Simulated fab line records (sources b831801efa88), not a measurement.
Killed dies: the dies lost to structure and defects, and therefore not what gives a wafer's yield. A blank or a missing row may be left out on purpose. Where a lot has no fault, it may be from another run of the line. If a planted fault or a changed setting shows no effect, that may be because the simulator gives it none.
Chamber matching	flow gf180mcu	GF_POLY_GATE_ETCH_13 on rie si-01: 4 sister chambers
The step etches poly-Si in HBr/Cl2, stops on SiO2, target depth 198.5 nm, time 69.6 s. 4 wafers are shown with their chamber, then 7 later ones without.

## WAFERS WITH THEIR CHAMBER
wafer	chamber	drypump motor current A (A)
L923.5	1	6.1
L933.6	2	5.5
L934.1	3	6.8
L934.3	0	5.1

## WAFERS WITH NO CHAMBER GIVEN
wafer	drypump motor current A (A)
L934.4	6.1
L935.1	5.1
L935.5	5.1
L935.6	6.1
L938.1	6.7
L938.2	5.1
L938.6	6.1

## WHICH CHAMBER EACH WENT THROUGH
wafer	from the rows above	in truth
L934.4	1	1
L935.1	0	0
L935.5	0	0
L935.6	1	1
L938.1	3	3
L938.2	0	0
L938.6	1	1
Placed correctly: 7 of 7. Not placeable from these rows: 0. 0 placed wrongly.
How it was worked out, from the rows above alone: a wafer's distance from a chamber is the root of the sum, over the readings, of the square of ((its reading less the chamber's mean) divided by the reading's scatter). The wafer belongs to the nearest chamber; if the next one is less than 2 further off, it can't be placed. A chamber's mean is the mean of its shown wafers. The scatter: root of mean squared gap, hidden wafer to nearest shown wafer, with one shown wafer a chamber.
